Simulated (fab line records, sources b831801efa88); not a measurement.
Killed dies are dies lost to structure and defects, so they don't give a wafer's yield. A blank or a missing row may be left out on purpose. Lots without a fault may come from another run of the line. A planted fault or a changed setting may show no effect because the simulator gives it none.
Chamber matching | flow sfq_line | SFQ_TRILAYER_I4_CMP_CMP_100 on cmp-01: 4 sister chambers
The step polishes SiO2. 20 wafers are shown with their chamber, then 10 later ones without.

WAFERS WITH THEIR CHAMBER
wafer  | chamber | motor_current_A (A) | time_to_endpoint_s (s)
L387.1 | 2       | 12.1                | 197
L387.2 | 0       | 11.9                | 201
L387.3 | 1       | 10.0                | 204
L388.3 | 3       | 12.3                | 225
L388.1 | 2       | 11.1                | 199
L388.2 | 1       | 10.4                | 205
L389.1 | 3       | 10.9                | 213
L389.4 | 1       | 9.9                 | 205
L389.5 | 2       | 11.5                | 207
L390.1 | 0       | 11.5                | 203
L390.2 | 3       | 11.3                | 207
L390.6 | 3       | 11.3                | 214
L399.3 | 3       | 11.1                | 220
L399.4 | 2       | 11.5                | 200
L399.6 | 1       | 10.1                | 204
L404.4 | 1       | 9.2                 | 204
L404.2 | 3       | 11.2                | 211
L404.6 | 1       | 10.2                | 202
L405.3 | 1       | 9.3                 | 200
L405.5 | 3       | 11.3                | 221

SIGNATURES (means of the wafers above)
reading            | chamber 0 | chamber 1 | chamber 2 | chamber 3 | scatter within a chamber
motor_current_A    | 11.700    | 9.871     | 11.550    | 11.343    | 0.435
time_to_endpoint_s | 202.00    | 203.43    | 200.75    | 215.86    | 4.47
Rule: a wafer's distance from a chamber is the root of the sum, over the readings, of the square of ((its reading less the chamber's mean) divided by the reading's scatter). The wafer belongs to the nearest chamber; if the next one is less than 2 further off, it can't be placed. The scatter: the root of (the sum of the squares of (reading less its chamber's mean) over the shown wafers, divided by (wafers less chambers)).

WAFERS WITHOUT THEIR CHAMBER
wafer  | motor_current_A (A) | time_to_endpoint_s (s)
L405.6 | 11.4                | 213
L406.2 | 11.6                | 208
L406.5 | 11.8                | 201
L406.6 | 10.2                | 210
L408.2 | 12.1                | 207
L408.3 | 11.6                | 211
L408.5 | 9.8                 | 210
L409.1 | 11.2                | 223
L409.5 | 11.5                | 216
L409.6 | 9.4                 | 217

WHICH CHAMBER EACH WENT THROUGH
wafer  | from the rows above          | in truth
L405.6 | can't be placed: 3 or 0      | 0
L406.2 | can't be placed: 0 or 2 or 3 | 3
L406.5 | can't be placed: 0 or 2      | 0
L406.6 | can't be placed: 1 or 3      | 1
L408.2 | can't be placed: 0 or 2 or 3 | 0
L408.3 | can't be placed: 3 or 0 or 2 | 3
L408.5 | 1                            | 1
L409.1 | 3                            | 3
L409.5 | 3                            | 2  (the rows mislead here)
L409.6 | can't be placed: 1 or 3      | 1
Placed correctly: 2 of 10. Can't be placed from these rows: 7 (the true chamber is among the candidates in 7). Placed wrongly: 1.
